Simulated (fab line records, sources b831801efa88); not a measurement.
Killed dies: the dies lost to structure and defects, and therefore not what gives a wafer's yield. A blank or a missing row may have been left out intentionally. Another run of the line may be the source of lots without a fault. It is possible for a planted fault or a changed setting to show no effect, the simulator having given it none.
2 desks looking at one fault ; flow sky130 ; numbers are kept per desk, each desk with only its own; the story behind them comes last

FROM THE METROLOGY DESK
What the gauges read for every lot (on any tool): the sampled wafers with a number, averaged. A lot is out of limits, marked OUT, if its mean lies more than 4 standard deviations from the usual mean; the brackets give that distance.
Columns: A = SONOS_ONO_OXIDATION_THK at SKY_SONOS_ONO_THK_MEAS_01, usual 2.60 nm; B = SONOS_ONO_CVD_04_THK at SKY_SONOS_ONO_THK_MEAS_05, usual 5.72 nm; C = POLY_GATE_TW at SKY_RES_PROTECT_TW_MEAS_08, usual 4015; D = LI_CONTACT_BOW at SKY_LI_CONTACT_BOW_MEAS_03, usual 55 um
lot;first seen here;A;B;C;D
L510;day 11 10:29;2.68;5.55;4023;53
L511;day 11 20:18;2.67;5.61;4023;58
L515;day 13 05:12;2.63;5.67;4011;48
L517;day 13 20:52;2.53;5.83;4026;64
L523;day 15 14:28;2.61;5.72;4053;50
L524;day 16 03:22;2.67;5.66;3999;63
L525;day 16 12:40;2.62;5.73;4027;63
L527;day 17 08:58;2.59;5.86;3960;56
L529;day 18 00:10;2.64;5.67;4018;53
L531;day 18 17:47;2.66;5.83;4029;57
L533;day 19 06:02;2.58;5.89;4019;54
Finding of this desk: none of the 11 lots has anything out of limits.

DESK OF THE TOOL OWNER: litho-track-04
The tool's own readings at SKY_RES_PROTECT_SOFTBAKE_03 (time 60 s): means of the sampled wafers that have a number, for each lot that ran on this tool. A lot is out of limits, marked OUT, if its mean lies more than 4 standard deviations from the usual mean; the brackets give that distance.
Columns: A = exhaust-pa at SKY_RES_PROTECT_SOFTBAKE_03, usual 45.0 Pa; B = heater-power-total-W at SKY_RES_PROTECT_SOFTBAKE_03, usual 56.60 W; C = run-length-s at SKY_RES_PROTECT_SOFTBAKE_03, usual 89.28 s
lot;first seen here;A;B;C
L511;day 14 21:08;45.4;56.63;89.32
L515;day 16 09:28;45.2;63.82 (+99 or more) OUT;76.36 (-92) OUT
L517;day 17 01:02;45.2;78.38 (+99 or more) OUT;50.59 (-99 or more) OUT
L525;day 20 05:49;45.4;56.57;89.25
L533;day 22 19:02;45.7;56.58;89.17
Finding of this desk: L515, L517 out of limits; the first was L515 at day 16 09:28, on heater-power-total-W at SKY_RES_PROTECT_SOFTBAKE_03. L511, L525, L533 stayed within limits.

ALL TOGETHER
An alarm could have come from the tool owner's desk at day 16 09:28, on L515, L517.
The metrology desk saw nothing out of limits.
The metrology desk has L515, L517 on record, within its limits.
All the named lots went through SKY_RES_PROTECT_SOFTBAKE_03 on litho-track-04.

WHAT THE SIMULATOR HAD INSERTED
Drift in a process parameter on litho-track-04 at SKY_RES_PROTECT_SOFTBAKE_03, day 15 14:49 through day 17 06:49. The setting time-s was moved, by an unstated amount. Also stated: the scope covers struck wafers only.
Struck lots among those shown: L515, L517.
How many hours passed from the start of the fault until each desk's first out-of-limits reading: the tool owner's desk, 19.
